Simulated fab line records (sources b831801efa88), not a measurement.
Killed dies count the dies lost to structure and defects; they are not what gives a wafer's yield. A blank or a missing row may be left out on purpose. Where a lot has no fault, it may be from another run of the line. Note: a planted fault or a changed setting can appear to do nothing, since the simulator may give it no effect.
Which tool did it? ; flow sky130 ; 7 lots, 21 wafers sampled, at 3 steps of a route of 708

## WHAT THE GAUGES READ, wafer by wafer
SKY_LDD_P_TW_MEAS_11.
lot;measured;on;LDD_P_TW
L861;day 19 20:44;film-metro-03;633 632 634
L863;day 20 16:19;film-metro-01;632 632 632
L865;day 21 05:37;film-metro-01;633 631 627
L866;day 21 21:52;film-metro-03;627 628 631
L869;day 22 19:42;film-metro-01;622 623 622
L872;day 23 15:40;film-metro-04;1073 1075 1075
L874;day 24 08:06;film-metro-01;1042 1037 1043

## EACH LOT AND THE TOOL THAT RAN IT (in order: tool; ch and the chambers of the sampled wafers; start)
lot;SKY_SONOS_ONO_STRIP_17;SKY_LDD_P_IMPLANT_09
L861;plasma-asher-01 ch 0,1, day 13 08:25;implanter-02 ch 0, day 19 20:29
L863;plasma-asher-04 ch 0, day 14 02:20;implanter-04 ch 0, day 20 16:04
L865;plasma-asher-04 ch 0,1, day 14 08:59;implanter-02 ch 0, day 21 05:22
L866;plasma-asher-03 ch 0,1, day 15 04:31;implanter-04 ch 0, day 21 21:37
L869;plasma-asher-01 ch 0,1, day 16 00:08;implanter-04 ch 0, day 22 19:27
L872;plasma-asher-03 ch 0,1, day 16 23:31;implanter-02 ch 0, day 23 15:25
L874;plasma-asher-04 ch 0,1, day 17 10:40;implanter-02 ch 0, day 24 07:51
- SKY_SONOS_ONO_STRIP_17: strips in O2/N2.
- SKY_LDD_P_IMPLANT_09

## THE ANSWER, worked out from the rows above alone
Rule: usual is defined by the lots themselves. Put in order of their means at a reading, lots are off if they are a third of the lots or fewer, leave a main group of 4 or more, and stand apart from it by a gap of 3 or more times the standard deviation of the main group's means; of several such gaps the widest counts. The tables above print the reading to a certain number of digits; a main group whose means all agree to those digits is not used. Also off: a lot with no number at a reading for which 4 or more lots have one. Any other lot the step has rows for is counted as sound.
Off: L872, L874, seen at SKY_LDD_P_TW_MEAS_11 (LDD_P_TW). The main group: mean 629, standard deviation 3.8.
A tool fits if, at a process step before that reading, it ran every lot that is off, and no sound lot after the first of them. Those tools and the gauges at SKY_LDD_P_TW_MEAS_11 are tried in the same way. One fits: SKY_LDD_P_IMPLANT_09 on implanter-02. Its last sound lot is L865 (day 21 05:22), its first lot that is off L872 (day 23 15:25): a fault that began between those two fits.

## WHAT THE SIMULATOR PUT IN
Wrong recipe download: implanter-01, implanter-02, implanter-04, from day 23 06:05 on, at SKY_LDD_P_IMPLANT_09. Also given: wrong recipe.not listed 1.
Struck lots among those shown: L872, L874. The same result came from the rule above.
